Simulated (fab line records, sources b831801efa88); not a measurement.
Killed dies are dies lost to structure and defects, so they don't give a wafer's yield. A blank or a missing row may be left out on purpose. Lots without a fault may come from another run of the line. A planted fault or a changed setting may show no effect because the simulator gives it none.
fab line records | flow sky130
record lots=13 wafers=39 last_day=50
route steps=708 shown VT_ADJUST_PCH@150 SONOS_TUNNEL@161 PAD_OPEN@708
lots that met no fault: from a run of the same line without faults
start_h: hours from the record's first day to the start of the lot's first wafer shown | wait_h: hours since the lot's step before | " the same as in the row above | L1.1+2: a row that stands for several wafers | - no value, or no start given | * or withheld: withheld | < > ~ a bound
route shown NAME@n: a module of which the file shows steps, and the number in the route of the first | usual: mean/standard deviation of fault-free wafers | same: alike in all rows | chamber/n: place in a boat | sites: the reading at each site | _std_site: their standard deviation | _edge_site: outer sites' mean less inner sites' | radius_mm: how far each site lies from the wafer's centre | mask NAME#n: copy n | behind: the tool/chamber that last shaped the wafer | hold: why the lot was held/for how many hours/how that ended | device: the transistor (n, p or np) that didn't switch | end of line: the same wafers' tests at the end of the route | a step without rows: its recipe alone | killed: dies lost to structure and defects at the first sort, not the wafer's yield | map: a wafer's dies, x killed, . not, _ none there
set.NAME: the setting as run; set.NAME@STEP: as run at that earlier step | model.NAME: the simulator's own value behind a step, which no gauge read
steps of the route over a sample of lots; a table a step, a row a wafer
services: from which hour (start_h, from the record's first day; less than 0 if before it) a tool's chamber was out of use, for how many hours, and why
## steps
# step SKY_VT_ADJUST_PCH_OVL_MEAS_07
# usual VT_ADJUST_PCH_OVL=-0.2/1.5
# columns lot.wafer tool chamber start_h wait_h VT_ADJUST_PCH_OVL[nm]
L356.1 overlay-01 - 230.67 - 0.2
L356.4 " - " " -1.5
L356.6 " - " " 0.0
L357.3 overlay-01 - 238.34 - -1.6
L357.4 " - " " -1.9
L357.5 " - " " -2.6
L359.1 overlay-01 - 246.73 - 1.5
L359.2 " - " " 1.4
L359.4 " - " " -1.1
L360.1 overlay-01 - 257.58 - -0.8
L360.5 " - " " 1.2
L360.6 " - " " 0.5
L361.2 overlay-01 - 262.62 - -1.6
L361.3 " - " " 0.0
L361.4 " - " " -2.2
L362.1 overlay-01 - 268.53 - -2.2
L362.2 " - " " -2.5
L362.5 " - " " -1.1
L368.1 overlay-01 - 317.92 - -0.3
L368.3 " - " " 0.2
L368.4 " - " " 2.2
L372.2 overlay-02 - 348.33 - -0.3
L372.3 " - " " 1.3
L372.5 " - " " 1.4
L373.4 overlay-02 - 357.28 - -1.9
L373.5 " - " " 0.4
L373.6 " - " " -0.4
L375.2 overlay-02 - 370.32 - 0.4
L375.3 " - " " 3.1
L375.5 " - " " 1.6
L376.1 overlay-02 - 379.52 - 0.3
L376.2 " - " " 0.1
L376.5 " - " " -0.4
L377.1 overlay-01 - 386.78 - -1.4
L377.2 " - " " -0.1
L377.5 " - " " 0.2
L379.2 overlay-02 - 398.58 - 0.6
L379.3 " - " " 0.4
L379.4 " - " " 0.8
# step SKY_VT_ADJUST_PCH_IMPLANT_08
# recipe species=B energy_kev=10 dose_cm2=5e+11 tilt_deg=withheld
# usual beam_on_s=9.99/0.22 end_station_pressure_torr=4.99e-06/2.7e-07 faraday_current_uA=2.82/0.06
# columns lot.wafer tool chamber start_h wait_h beam_on_s end_station_pressure_torr faraday_current_uA
L356.1 implanter-01 0 230.70 0.0 9.75 5.26e-06 2.89
L356.4 " 0 " " 10.03 4.92e-06 2.81
L356.6 " 0 " " 10.39 5.34e-06 2.71
L357.3 implanter-02 0 238.41 0.1 10.21 4.99e-06 2.75
L357.4 " 0 " " 9.65 5.06e-06 2.91
L357.5 " 0 " " 10.28 5.07e-06 2.74
L359.1 implanter-02 0 246.77 0.0 10.48 5.1e-06 2.70
L359.2 " 0 " " 10.21 4.99e-06 2.75
L359.4 " 0 " " 9.65 5.33e-06 2.91
L360.1 implanter-02 0 257.61 0.0 10.20 4.96e-06 2.77
L360.5 " 0 " " 9.83 4.82e-06 2.86
L360.6 " 0 " " 9.97 5.03e-06 2.83
L361.2 implanter-01 0 262.68 0.0 10.04 5.46e-06 2.82
L361.3 " 0 " " 10.42 4.87e-06 2.70
L361.4 " 0 " " 10.15 5.39e-06 2.77
L362.1 implanter-01 0 268.56 0.0 9.87 4.97e-06 2.86
L362.2 " 0 " " 9.81 4.73e-06 2.88
L362.5 " 0 " " 9.98 5.02e-06 2.83
L368.1 implanter-04 0 317.95 0.0 10.20 5.64e-06 2.77
L368.3 " 0 " " 10.18 5.1e-06 2.78
L368.4 " 0 " " 9.94 4.91e-06 2.82
L372.2 implanter-02 0 348.39 0.0 11.55 9.131e-05 2.44
L372.3 " 0 " " 12.30 9.333e-05 2.28
L372.5 " 0 " " 11.52 8.307e-05 2.44
L373.4 implanter-02 0 357.38 0.1 12.07 8.746e-05 2.33
L373.5 " 0 " " 11.90 8.925e-05 2.36
L373.6 " 0 " " 11.74 8.361e-05 2.41
L375.2 implanter-04 0 370.38 0.0 10.10 4.67e-06 2.80
L375.3 " 0 " " 9.90 4.81e-06 2.85
L375.5 " 0 " " 9.92 5.56e-06 2.83
L376.1 implanter-01 0 379.56 0.0 9.89 5.26e-06 2.85
L376.2 " 0 " " 9.71 5.25e-06 2.90
L376.5 " 0 " " 10.23 5.13e-06 2.75
L377.1 implanter-04 0 386.81 0.0 9.96 5.14e-06 2.83
L377.2 " 0 " " 9.96 5.09e-06 2.82
L377.5 " 0 " " 9.39 5.39e-06 2.98
L379.2 implanter-01 0 398.64 0.0 10.08 5.1e-06 2.81
L379.3 " 0 " " 9.92 4.9e-06 2.84
L379.4 " 0 " " 10.20 5.12e-06 2.77
# step SKY_VT_ADJUST_PCH_TW_MEAS_10
# usual VT_ADJUST_PCH_TW=142.8/1.3
# columns lot.wafer tool chamber start_h wait_h hold VT_ADJUST_PCH_TW
L356.1 film_metro-04 - 230.95 0.1 - 144.8
L356.4 " - " " - 145.0
L356.6 " - " " - 145.3
L357.3 film_metro-04 - 238.63 0.1 - 143.9
L357.4 " - " " - 145.0
L357.5 " - " " - 144.4
L359.1 film_metro-04 - 247.02 0.1 - 142.3
L359.2 " - " " - 142.7
L359.4 " - " " - 142.0
L360.1 film_metro-02 - 257.86 0.1 - 142.3
L360.5 " - " " - 141.4
L360.6 " - " " - 141.4
L361.2 film_metro-02 - 262.91 0.1 - 142.5
L361.3 " - " " - 141.2
L361.4 " - " " - 142.6
L362.1 film_metro-03 - 268.81 0.1 - 142.8
L362.2 " - " " - 142.3
L362.5 " - " " - 141.7
L368.1 film_metro-03 - 318.20 0.1 - 141.7
L368.3 " - " " - 142.0
L368.4 " - " " - 140.9
L372.2 film_metro-02 - 348.62 0.1 await_dispo/0.2h/release 147.8
L372.3 " - " " await_dispo/0.2h/release 148.3
L372.5 " - " " await_dispo/0.2h/release 148.9
L372.2 film_metro-02 - 348.85 0.2 - 148.0
L372.3 " - " " - 147.6
L372.5 " - " " - 147.8
L373.4 film_metro-04 - 357.58 0.1 await_dispo/0.2h/release 151.1
L373.5 " - " " await_dispo/0.2h/release 150.9
L373.6 " - " " await_dispo/0.2h/release 150.1
L373.4 film_metro-04 - 357.81 0.2 - 150.8
L373.5 " - " " - 151.2
L373.6 " - " " - 150.1
L375.2 film_metro-03 - 370.61 0.1 - 142.6
L375.3 " - " " - 142.6
L375.5 " - " " - 142.7
L376.1 film_metro-04 - 379.81 0.1 - 144.5
L376.2 " - " " - 145.5
L376.5 " - " " - 144.8
L377.1 film_metro-02 - 387.06 0.1 - 141.0
L377.2 " - " " - 140.7
L377.5 " - " " - 141.1
L379.2 film_metro-02 - 398.87 0.1 - 141.3
L379.3 " - " " - 140.6
L379.4 " - " " - 140.1
# step SKY_SONOS_TUNNEL_CD_MEAS_07
# recipe target_cd_nm=410
# usual cd_nm=409.8/2
# columns lot.wafer tool chamber start_h wait_h cd_nm
L356.1 cd_sem-01 - 253.53 0.1 413.7
L356.4 " - " " 412.4
L356.6 " - " " 411.6
L357.3 cd_sem-01 - 261.47 0.1 409.8
L357.4 " - " " 408.9
L357.5 " - " " 408.2
L359.1 cd_sem-01 - 270.18 0.1 410.2
L359.2 " - " " 406.7
L359.4 " - " " 408.9
L360.1 cd_sem-01 - 281.38 0.1 409.8
L360.5 " - " " 411.6
L360.6 " - " " 409.7
L361.2 cd_sem-01 - 286.94 0.1 407.5
L361.3 " - " " 408.8
L361.4 " - " " 410.1
L362.1 cd_sem-02 - 293.49 0.1 411.8
L362.2 " - " " 409.4
L362.5 " - " " 410.9
L368.1 cd_sem-02 - 345.44 0.1 412.5
L368.3 " - " " 411.7
L368.4 " - " " 414.9
L372.2 cd_sem-01 - 376.39 0.1 411.2
L372.3 " - " " 407.1
L372.5 " - " " 410.4
L373.4 cd_sem-01 - 386.35 0.1 409.8
L373.5 " - " " 409.1
L373.6 " - " " 410.7
L375.2 cd_sem-02 - 399.76 0.1 408.0
L375.3 " - " " 408.5
L375.5 " - " " 406.4
L376.1 cd_sem-02 - 410.13 0.1 410.7
L376.2 " - " " 409.7
L376.5 " - " " 411.6
L377.1 cd_sem-02 - 416.43 0.1 410.8
L377.2 " - " " 408.9
L377.5 " - " " 411.4
L379.2 cd_sem-01 - 428.40 0.1 409.9
L379.3 " - " " 411.0
L379.4 " - " " 407.5
# step SKY_SONOS_TUNNEL_TW_MEAS_12
# usual SONOS_TUNNEL_TW=198.3/1.5
# columns lot.wafer tool chamber start_h wait_h SONOS_TUNNEL_TW
L356.1 film_metro-01 - 254.10 0.0 198.3
L356.4 " - " " 198.0
L356.6 " - " " 197.3
L357.3 film_metro-01 - 262.02 0.0 197.4
L357.4 " - " " 197.2
L357.5 " - " " 197.2
L359.1 film_metro-04 - 270.79 0.0 198.7
L359.2 " - " " 199.2
L359.4 " - " " 199.9
L360.1 film_metro-03 - 281.95 0.0 198.1
L360.5 " - " " 197.7
L360.6 " - " " 196.4
L361.2 film_metro-04 - 287.49 0.0 200.2
L361.3 " - " " 200.3
L361.4 " - " " 200.7
L362.1 film_metro-04 - 294.05 0.0 199.8
L362.2 " - " " 200.5
L362.5 " - " " 200.1
L368.1 film_metro-03 - 346.03 0.0 195.9
L368.3 " - " " 196.5
L368.4 " - " " 196.0
L372.2 film_metro-01 - 376.95 0.0 200.2
L372.3 " - " " 199.9
L372.5 " - " " 200.3
L373.4 film_metro-01 - 386.90 0.0 197.2
L373.5 " - " " 197.3
L373.6 " - " " 198.1
L375.2 film_metro-03 - 400.33 0.0 196.9
L375.3 " - " " 197.8
L375.5 " - " " 196.3
L376.1 film_metro-04 - 410.74 0.0 200.4
L376.2 " - " " 201.1
L376.5 " - " " 201.2
L377.1 film_metro-03 - 417.02 0.0 196.4
L377.2 " - " " 197.1
L377.5 " - " " 196.8
L379.2 film_metro-03 - 429.00 0.0 197.2
L379.3 " - " " 197.2
L379.4 " - " " 196.5
# step SKY_PAD_OPEN_PROBE_99
# usual killed_at_M0_to_M3=42/7.2 killed_at_M4_up=3.4/2.1 killed_at_contacts=24/5.4 killed_at_front_end=15/4 killed_at_other=0.3/0.53 killed_dies=85/8.8 killed_open=47/6.7 killed_short=38/6.5
# same gross_dies=492 killed_at_back_side=0
# columns lot.wafer tool chamber start_h wait_h killed_at_M0_to_M3 killed_at_M4_up killed_at_contacts killed_at_front_end killed_at_other killed_dies killed_open killed_short
L372.5 prober-02 - 1168.86 0.2 41 2 22 22 0 87 41 46
# killed by level:class
L372.5 POLY_GATE:geometric_particle:short=9 VIA1:geometric_particle:open=9 LI_CONTACT:geometric_particle:open=7 METAL2:geometric_particle:short=7 LI_CONTACT:geometric_particle:short=6 CONTACT:geometric_particle:open=6 VIA2:geometric_particle:open=6 POLY_GATE:geometric_particle:open=5
## services
# columns tool chamber start_h hours kind
implanter-04 - 254.27 15.0 repair
implanter-01 - 258.62 0.7 repair
implanter-04 - 293.69 4.7 pm
implanter-04 - 314.39 3.2 pm
implanter-01 - 343.89 3.1 repair
implanter-02 - 369.26 3.7 repair
implanter-02 - 372.15 2.2 repair
## key
first_sign step=SKY_VT_ADJUST_PCH_IMPLANT_08 reading=end_station_pressure_torr direction=up sigmas=99+ usual=4.99e-06 struck=8.801e-05
effect step=SKY_VT_ADJUST_PCH_IMPLANT_08 reading=beam_on_s direction=up sigmas=8.6 usual=9.99 struck=11.85
effect step=SKY_VT_ADJUST_PCH_TW_MEAS_10 reading=visit direction=added
effect step=SKY_VT_ADJUST_PCH_TW_MEAS_10 reading=VT_ADJUST_PCH_TW direction=up sigmas=5.2 usual=142.8 struck=149.5
met_at SKY_VT_ADJUST_PCH_IMPLANT_08
struck_lots L372,L373
tester_left_out L372,L373
not_acting_at SKY_VT_ADJUST_PCH_OVL_MEAS_07,SKY_SONOS_TUNNEL_CD_MEAS_07,SKY_SONOS_TUNNEL_TW_MEAS_12
onset_between 257.61 348.39
fault kind=process_parameter_drift tool=implanter-02 chamber=- onset_h=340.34 steps=SKY_VT_ADJUST_PCH_IMPLANT_08 channel=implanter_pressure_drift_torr offset=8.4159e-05 shape=step end_h=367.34
fault kind=process_parameter_drift tool=implanter-02 chamber=- onset_h=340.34 steps=SKY_VT_ADJUST_PCH_IMPLANT_08 channel=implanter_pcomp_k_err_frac offset=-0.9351 shape=step end_h=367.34
# tester_left_out: of these lots the tester's yield and bins aren't shown, on N5 and GAA mostly nor the transistor test; their killed dies are dies lost to structure and defects alone, not to doping, threshold or leakage, so they don't give the yield
